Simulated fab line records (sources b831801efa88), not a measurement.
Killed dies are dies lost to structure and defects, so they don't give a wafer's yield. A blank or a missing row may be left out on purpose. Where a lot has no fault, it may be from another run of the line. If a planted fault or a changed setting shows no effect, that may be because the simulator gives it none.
Which of the tools did it? | flow sky130 | 14 lots, 42 wafers sampled, at 6 steps of a route of 708

== WHAT THE GAUGES READ, wafer by wafer ==
SKY_SD_P_CD_MEAS_07: the cd target is 380 nm.
lot  | measured     | on        | cd nm (nm)
L849 | day 25 17:32 | cd sem-02 | 379.8 384.7 383.5
L850 | day 25 22:51 | cd sem-02 | 382.9 381.3 383.5
L851 | day 26 04:18 | cd sem-02 | 378.6 381.2 382.5
L852 | day 26 10:43 | cd sem-01 | 380.6 380.1 381.2
L854 | day 27 04:12 | cd sem-01 | 375.6 375.9 376.3
L859 | day 28 17:33 | cd sem-02 | 378.8 380.2 377.9
L860 | day 29 07:53 | cd sem-01 | 450.8 449.7 449.7
L861 | day 29 16:25 | cd sem-02 | 445.5 447.1 446.5
L867 | day 31 14:58 | cd sem-01 | 377.7 379.7 379.3
L868 | day 31 18:53 | cd sem-01 | 385.8 383.4 383.2
L869 | day 32 03:36 | cd sem-01 | 382.7 383.2 382.1
L870 | day 32 13:06 | cd sem-02 | 380.5 381.2 377.5
L871 | day 32 19:52 | cd sem-01 | 377.8 379.0 378.4
L872 | day 33 00:36 | cd sem-02 | 382.9 381.8 380.1

SKY_CONTACT_THK_MEAS_01.
lot  | measured     | on            | CONTACT_CVD_00_THK (nm)
L849 | day 30 16:01 | film metro-04 | 76.5 76.8 76.0
L850 | day 30 21:50 | film metro-01 | 75.0 75.4 75.9
L851 | day 31 03:00 | film metro-01 | 74.4 76.3 75.6
L852 | day 31 09:34 | film metro-01 | 75.3 75.7 75.4
L854 | day 32 01:49 | film metro-01 | 74.3 75.0 75.6
L859 | day 33 12:47 | film metro-01 | 74.8 75.0 77.0
L860 | day 34 01:01 | film metro-03 | 73.5 75.3 75.3
L861 | day 34 09:26 | film metro-03 | 75.4 74.0 75.9
L867 | day 36 06:51 | film metro-01 | 75.0 74.4 75.8
L868 | day 36 09:08 | film metro-03 | 75.2 74.4 74.3
L869 | day 36 18:22 | film metro-01 | 74.6 74.9 76.3
L870 | day 37 03:08 | film metro-03 | 74.1 73.7 75.4
L871 | day 37 08:45 | film metro-04 | 73.4 73.9 73.6
L872 | day 37 14:19 | film metro-03 | 74.7 75.7 76.1

== WHICH TOOL RAN EACH LOT (tool, then ch and the chambers of the sampled wafers, then the start) ==
lot  | SKY_POLY_CUT_ETCH_10               | SKY_SD_P_COAT_02                  | SKY_SD_P_STRIP_10                    | SKY_LI_CONTACT_CMP_02
L849 | rie diel-03 ch 0,2,3, day 24 11:14 | litho track-04 ch 0, day 25 02:09 | plasma asher-04 ch 0,1, day 25 17:50 | cmp-02 ch 0,1, day 28 05:01
L850 | rie diel-04 ch 1,2,3, day 24 17:15 | litho track-01 ch 0, day 25 08:15 | plasma asher-01 ch 0,1, day 25 23:08 | cmp-01 ch 0,1,2, day 28 10:58
L851 | rie diel-04 ch 3, day 24 22:00     | litho track-03 ch 0, day 25 13:19 | plasma asher-04 ch 0, day 26 04:35   | cmp-01 ch 0,1,3, day 28 16:20
L852 | rie diel-01 ch 0,2,3, day 25 05:24 | litho track-03 ch 0, day 25 20:01 | plasma asher-01 ch 0,1, day 26 10:59 | cmp-02 ch 0,2,3, day 28 22:01
L854 | rie diel-04 ch 0,1,3, day 25 22:54 | litho track-03 ch 0, day 26 13:10 | plasma asher-01 ch 0, day 27 04:29   | cmp-02 ch 0,1, day 29 14:34
L859 | rie diel-03 ch 0,3, day 27 12:59   | litho track-01 ch 0, day 28 03:35 | plasma asher-03 ch 1, day 28 17:51   | cmp-02 ch 0,1,3, day 31 03:52
L860 | rie diel-01 ch 0,2, day 28 04:15   | litho track-03 ch 0, day 28 17:35 | plasma asher-03 ch 0,1, day 29 08:11 | cmp-02 ch 1,2, day 31 17:11
L861 | rie diel-01 ch 1,2,3, day 28 12:44 | litho track-03 ch 0, day 29 01:59 | plasma asher-04 ch 0,1, day 29 16:43 | cmp-02 ch 0,1,3, day 32 01:53
L867 | rie diel-03 ch 1,2, day 30 10:41   | litho track-04 ch 0, day 31 00:52 | plasma asher-04 ch 0,1, day 31 15:14 | cmp-01 ch 1,3, day 33 22:20
L868 | rie diel-01 ch 0,2,3, day 30 15:39 | litho track-01 ch 0, day 31 05:23 | plasma asher-01 ch 0,1, day 31 19:11 | cmp-01 ch 0,1,3, day 34 01:37
L869 | rie diel-03 ch 0,2,3, day 31 00:15 | litho track-03 ch 0, day 31 13:43 | plasma asher-03 ch 0,1, day 32 03:53 | cmp-01 ch 0,2,3, day 34 10:10
L870 | rie diel-03 ch 1,2,3, day 31 10:06 | litho track-04 ch 0, day 31 23:30 | plasma asher-01 ch 0,1, day 32 13:32 | cmp-02 ch 1,2,3, day 34 20:07
L871 | rie diel-04 ch 0,2, day 31 16:18   | litho track-01 ch 0, day 32 05:51 | plasma asher-03 ch 0,1, day 32 20:08 | cmp-02 ch 1,3, day 35 01:57
L872 | rie diel-03 ch 1,2, day 31 22:18   | litho track-01 ch 0, day 32 11:38 | plasma asher-04 ch 0,1, day 33 00:54 | cmp-02 ch 0,3, day 35 07:23
- SKY_POLY_CUT_ETCH_10: etches BARC in N2/H2, stops on SiO2, time 45.9 s, target depth 60 nm.
- SKY_SD_P_COAT_02: resist thk 1140 nm.
- SKY_SD_P_STRIP_10: strips in O2/N2.
- SKY_LI_CONTACT_CMP_02: polishes PSG.

== WHAT THE TOOLS THEMSELVES READ (means of the sampled wafers that have a number; where no wafer has one, the mark that the record gives instead) ==
SKY_POLY_CUT_ETCH_10.
lot  | tool        | bias w (W) | drypump motor current A (A) | oes product au (a.u.) | rf fwd power W (W) | throttle valve pct (%)
L849 | rie diel-03 | 99.8       | 6.1                         | 0.857                 | 495.0              | 13.228
L850 | rie diel-04 | 100.0      | 5.4                         | 0.855                 | 493.7              | 13.220
L851 | rie diel-04 | 99.8       | 5.5                         | 0.851                 | 491.3              | 13.232
L852 | rie diel-01 | 99.8       | 5.9                         | 0.853                 | 494.3              | 13.228
L854 | rie diel-04 | 99.8       | 5.2                         | 0.857                 | 493.5              | 13.230
L859 | rie diel-03 | 100.1      | 6.0                         | 0.856                 | 495.5              | 13.224
L860 | rie diel-01 | 100.3      | 5.9                         | 0.852                 | 495.0              | 13.227
L861 | rie diel-01 | 99.7       | 5.8                         | 0.857                 | 494.4              | 13.225
L867 | rie diel-03 | 99.9       | 6.2                         | 0.859                 | 498.5              | 13.222
L868 | rie diel-01 | 100.0      | 5.9                         | 0.852                 | 494.7              | 13.224
L869 | rie diel-03 | 100.0      | 6.1                         | 0.857                 | 493.8              | 13.227
L870 | rie diel-03 | 100.2      | 6.0                         | 0.858                 | 494.4              | 13.232
L871 | rie diel-04 | 100.3      | 5.3                         | 0.858                 | 494.4              | 13.215
L872 | rie diel-03 | 100.0      | 6.1                         | 0.854                 | 494.7              | 13.225

SKY_SD_P_COAT_02.
lot  | tool           | dispense pressure kPa (kPa) | exhaust pa (Pa)
L849 | litho track-04 | 51                          | 46.2
L850 | litho track-01 | 58                          | 45.8
L851 | litho track-03 | 49                          | 43.5
L852 | litho track-03 | 49                          | 44.8
L854 | litho track-03 | 49                          | 44.2
L859 | litho track-01 | 58                          | 46.0
L860 | litho track-03 | 49                          | 45.9
L861 | litho track-03 | 49                          | 44.1
L867 | litho track-04 | 51                          | 46.1
L868 | litho track-01 | 58                          | 44.5
L869 | litho track-03 | 49                          | 43.8
L870 | litho track-04 | 51                          | 46.1
L871 | litho track-01 | 58                          | 45.5
L872 | litho track-01 | 58                          | 45.1

SKY_SD_P_STRIP_10.
lot  | tool            | drypump motor current A (A) | oes product au (a.u.) | strip time to endpoint s (s)
L849 | plasma asher-04 | 5.7                         | 0.618                 | 17.45
L850 | plasma asher-01 | 6.0                         | 0.617                 | 17.49
L851 | plasma asher-04 | 5.8                         | 0.621                 | 17.57
L852 | plasma asher-01 | 6.0                         | 0.615                 | 17.52
L854 | plasma asher-01 | 6.1                         | 0.619                 | 17.51
L859 | plasma asher-03 | 5.2                         | 0.617                 | 17.49
L860 | plasma asher-03 | 5.2                         | 0.555                 | 11.36
L861 | plasma asher-04 | 5.8                         | 0.554                 | 11.35
L867 | plasma asher-04 | 5.8                         | 0.614                 | 17.37
L868 | plasma asher-01 | 6.0                         | 0.618                 | 17.51
L869 | plasma asher-03 | 5.3                         | 0.615                 | 17.52
L870 | plasma asher-01 | 6.0                         | 0.620                 | 17.46
L871 | plasma asher-03 | 5.3                         | 0.618                 | 17.54
L872 | plasma asher-04 | 5.8                         | 0.617                 | 17.52

SKY_LI_CONTACT_CMP_02.
lot  | tool   | motor current A (A) | time to endpoint s (s)
L849 | cmp-02 | 12.9                | 32.9
L850 | cmp-01 | 12.1                | 34.2
L851 | cmp-01 | 11.8                | 34.5
L852 | cmp-02 | 11.2                | 31.0
L854 | cmp-02 | 12.8                | 28.7
L859 | cmp-02 | 12.0                | 31.1
L860 | cmp-02 | 11.7                | 30.7
L861 | cmp-02 | 12.1                | 33.1
L867 | cmp-01 | 11.9                | 35.5
L868 | cmp-01 | 11.8                | 31.8
L869 | cmp-01 | 12.6                | 35.0
L870 | cmp-02 | 11.7                | 30.6
L871 | cmp-02 | 13.0                | 28.4
L872 | cmp-02 | 11.1                | 30.9

== THE ANSWER, worked out from the rows above alone ==
Rule: the lots themselves supply what counts as usual. Put in order of their means at a reading, lots are off if they are a third of the lots or fewer, leave a main group of 4 or more, and stand apart from it by a gap of 3 or more times the standard deviation of the main group's means; of several such gaps the widest counts. The tables above print the reading to a certain number of digits; a main group whose means all agree to those digits is not used. Also off: a lot with no number at a reading for which 4 or more lots have one. All remaining lots with rows at the step are treated as sound. The gauges are gone through in route order, then the tools' own readings, and for those a lot's mean is taken as printed above. The first step at which some lot is off is used, and at that step the reading that is off furthest; a lot without a number counts as furthest.
Off at SKY_SD_P_CD_MEAS_07 (cd nm): L860, L861. Mean 380.6 nm and standard deviation 2.2 in the main group.
If a tool, at a process step before that reading, ran all the lots that are off and no sound lot after the first of them, it fits. Not tried: the gauges at SKY_SD_P_CD_MEAS_07; whatever is off there is also off at SKY_SD_P_STRIP_10, on other tools, and gauge error can't account for it. No candidate that was tried fits.

== WHAT THE SIMULATOR HAD INSERTED ==
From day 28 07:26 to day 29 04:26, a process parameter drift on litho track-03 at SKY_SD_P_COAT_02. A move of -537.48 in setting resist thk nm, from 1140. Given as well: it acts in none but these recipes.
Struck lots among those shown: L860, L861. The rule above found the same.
